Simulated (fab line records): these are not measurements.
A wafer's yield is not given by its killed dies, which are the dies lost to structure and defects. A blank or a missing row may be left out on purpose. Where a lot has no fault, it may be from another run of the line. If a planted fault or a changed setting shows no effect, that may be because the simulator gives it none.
Which tool was responsible?	flow sky130	39 wafers from 13 lots sampled at 3 of the route's 708 steps

== WHAT THE GAUGES READ, wafer by wafer ==
SKY_VIA2_CD_MEAS_12: the cd target is 200 nm.
lot	measured	on	cd-nm (nm)
L264	day 37 05:19	cd-sem-02	200.5 200.6 201.9
L265	day 37 08:02	cd-sem-02	201.0 198.8 201.2
L273	day 40 02:35	cd-sem-01	201.9 202.6 202.1
L274	day 40 05:08	cd-sem-01	200.5 199.5 199.0
L275	day 40 11:23	cd-sem-01	198.3 197.0 198.6
L277	day 40 17:31	cd-sem-01	199.3 199.7 198.6
L278	day 41 09:47	cd-sem-01	200.7 200.9 199.6
L279	day 41 11:23	cd-sem-01	200.0 199.0 200.1
L280	day 41 20:12	cd-sem-01	202.2 201.6 202.7
L281	day 42 05:29	cd-sem-01	203.3 201.9 201.0
L282	day 42 07:33	cd-sem-01	198.9 199.7 200.3
L283	day 42 09:27	cd-sem-02	200.1 200.6 198.9
L284	day 42 21:51	cd-sem-01	199.2 199.8 199.1

SKY_VIA2_OVL_MEAS_13.
lot	measured	on	VIA2_OVL (nm)
L264	day 37 05:25	overlay-02	-1 -2 -4
L265	day 37 08:09	overlay-02	7 4 2
L273	day 40 02:42	overlay-01	-7 -14 -10
L274	day 40 05:15	overlay-01	0 -8 -12
L275	day 40 11:30	overlay-01	3 14 8
L277	day 40 17:37	overlay-01	8 -4 4
L278	day 41 09:54	overlay-02	-11 -14 -11
L279	day 41 11:30	overlay-02	-6 0 -2
L280	day 41 20:19	overlay-01	7 -4 4
L281	day 42 05:37	overlay-02	-8 -13 -9
L282	day 42 07:40	overlay-01	-4 4 3
L283	day 42 09:34	overlay-01	-6 -12 -9
L284	day 42 21:58	overlay-01	-4 0 -6

SKY_CAPM_THK_MEAS_04: measures by xrf.
lot	measured	on	CAPM_TIN_THK (nm)
L264	day 37 07:19	film-metro-02	192.6 191.1 193.1
L265	day 37 10:01	film-metro-04	195.8 193.4 192.8
L273	day 40 04:34	film-metro-02	196.1 198.3 193.6
L274	day 40 07:07	film-metro-04	192.9 195.1 197.1
L275	day 40 13:24	film-metro-03	194.8 199.8 201.4
L277	day 40 19:29	film-metro-03	190.6 195.5 195.8
L278	day 41 11:47	film-metro-03	190.0 190.2 193.7
L279	day 41 13:25	film-metro-04	189.3 192.4 194.3
L280	day 41 22:14	film-metro-02	194.6 195.7 195.1
L281	day 42 07:50	film-metro-02	193.8 195.2 198.7
L282	day 42 09:42	film-metro-03	199.2 193.2 195.1
L283	day 42 11:27	film-metro-03	192.7 192.7 194.0
L284	day 42 23:50	film-metro-02	195.5 195.3 192.2

== WHICH TOOL RAN EACH LOT (tool, then ch and the chambers of the sampled wafers, then the start) ==
The record holds no process step before these readings.

== AS READ BY THE TOOLS THEMSELVES (means over the sampled wafers that have a number; for cases with no such wafer, the mark the record gives instead) ==
The record holds no such reading with a usual standard deviation.

== THE ANSWER, worked out from the rows above alone ==
Rule: the lots themselves supply what counts as usual. Put in order of their means at a reading, lots are off if they are a third of the lots or fewer, leave a main group of 4 or more, and stand apart from it by a gap of 3 or more times the standard deviation of the main group's means; of several such gaps the widest counts. A main group whose means are all the same, to the digits that the tables above print for the reading, isn't used. Also off: a lot with no number at a reading for which 4 or more lots have one. Any other lot the step has rows for is counted as sound. First the gauges in route order, then the tools' own readings, where a lot's mean is used as printed above. At the first step where some lot is off, the reading lying furthest off is the one used; lots without a number count as furthest.
No lot is off at any reading shown: from this, nothing can be told.

== WHAT THE SIMULATOR PUT IN ==
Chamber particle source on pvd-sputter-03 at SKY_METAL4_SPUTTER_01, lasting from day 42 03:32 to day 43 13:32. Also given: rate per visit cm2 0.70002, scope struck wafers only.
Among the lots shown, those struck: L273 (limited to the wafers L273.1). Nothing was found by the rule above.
